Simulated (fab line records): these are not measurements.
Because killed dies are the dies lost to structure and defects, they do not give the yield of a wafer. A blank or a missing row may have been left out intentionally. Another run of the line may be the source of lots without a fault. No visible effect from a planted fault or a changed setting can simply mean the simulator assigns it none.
Chamber matching + flow gf180mcu + GF_CONTACT_CMP_04 on cmp-02 has 4 sister chambers
The step polishes SiO2. 4 wafers are shown with their chamber, then 8 later ones without.

WAFERS PAIRED WITH THEIR CHAMBERS
| wafer  | chamber | motorCurrentA (A) |
|--------|---------|-------------------|
| L648.5 | 0       | 10.9              |
| L651.2 | 1       | 10.1              |
| L651.5 | 3       | 13.3              |
| L661.2 | 2       | 14.6              |

WAFERS MISSING THEIR CHAMBER
| wafer  | motorCurrentA (A) |
|--------|-------------------|
| L661.4 | 11.6              |
| L661.6 | 9.8               |
| L663.1 | 10.9              |
| L663.2 | 13.3              |
| L663.6 | 14.4              |
| L666.3 | 9.9               |
| L666.4 | 14.4              |
| L666.5 | 11.1              |

EACH ONE'S CHAMBER
| wafer  | from the rows above | in truth |
|--------|---------------------|----------|
| L661.4 | 0                   | 0        |
| L661.6 | 1                   | 1        |
| L663.1 | 0                   | 0        |
| L663.2 | 3                   | 3        |
| L663.6 | 2                   | 2        |
| L666.3 | 1                   | 1        |
| L666.4 | 2                   | 2        |
| L666.5 | 0                   | 0        |
Placed correctly: 8 of 8. Not placeable from these rows: 0. 0 placed wrongly.
How it was worked out, from the rows above alone: a wafer's distance from a chamber is the root of the sum, over the readings, of the square of ((its reading less the chamber's mean) divided by the reading's scatter). If the next closest chamber is less than 2 further off than the closest, the wafer can't be placed; otherwise it belongs to the closest. The mean given for a chamber averages the wafers shown for that chamber. The scatter: with one shown wafer a chamber, the root of the mean of the squares of how far each hidden wafer lies from its nearest shown one.
